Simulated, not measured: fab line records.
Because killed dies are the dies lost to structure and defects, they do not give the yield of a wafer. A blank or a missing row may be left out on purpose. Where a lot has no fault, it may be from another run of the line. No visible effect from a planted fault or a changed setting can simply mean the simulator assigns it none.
Which tool is to blame? -- flow gf180mcu -- 7 lots with 21 wafers sampled at 2 steps, on a route of 602 steps

== WHAT THE GAUGES SHOWED, per wafer ==
GF_VT_IMPLANT_TW_MEAS_43.
lot,measured,on,VT_IMPLANT_4_TW
L524,day 8 17:26,filmMetro-03,694 690 693
L529,day 10 03:28,filmMetro-04,688 686 688
L532,day 11 01:23,filmMetro-03,689 698 694
L534,day 11 14:44,filmMetro-01,690 691 695
L536,day 12 03:26,filmMetro-01,706 709 705
L544,day 14 09:11,filmMetro-01,683 688 683
L546,day 14 21:55,filmMetro-03,694 691 695

== WHAT TOOL EACH LOT RAN ON (gives the tool, then ch and the chambers of the sampled wafers, and finally the start) ==
lot,GF_VT_IMPLANT_IMPLANT_41
L524,"implanter-04 ch 0, day 8 17:13"
L529,"implanter-03 ch 0, day 10 03:13"
L532,"implanter-04 ch 0, day 11 01:08"
L534,"implanter-03 ch 0, day 11 14:29"
L536,"implanter-03 ch 0, day 12 03:12"
L544,"implanter-04 ch 0, day 14 08:56"
L546,"implanter-04 ch 0, day 14 21:40"
- GF_VT_IMPLANT_IMPLANT_41

== THE ANSWER, worked out from the rows above alone ==
Rule: usual is defined by the lots themselves. The widest of any qualifying gaps counts: lots, ordered by their means at a reading, are off when they make up no more than a third of the lots, leave a main group of 4 or more, and stand apart from it by 3 or more times the standard deviation of that group's means. A main group is skipped when, at the precision printed for the reading in the tables above, its means are all equal. A lot without any number at a reading at which 4 lots or more have one is off too. The other lots that the step has rows for count as sound.
Off: L536, seen at GF_VT_IMPLANT_TW_MEAS_43 (VT_IMPLANT_4_TW). For the main group the mean is 691 and the standard deviation 3.4.
A tool fits if, at a process step before that reading, it ran every lot that is off, and no sound lot after the first of them. The gauges at GF_VT_IMPLANT_TW_MEAS_43 are tried like those tools. One candidate fits, namely implanter-03 at GF_VT_IMPLANT_IMPLANT_41. Its last sound lot is L534 (day 11 14:29), its first lot that is off L536 (day 12 03:12): a fault that began between those two fits.

== WHAT THE SIMULATOR PUT IN ==
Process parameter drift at GF_VT_IMPLANT_IMPLANT_41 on implanter-03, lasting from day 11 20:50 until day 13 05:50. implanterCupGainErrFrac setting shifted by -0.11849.
Lots struck among those shown: L536. The same result came from the rule above.
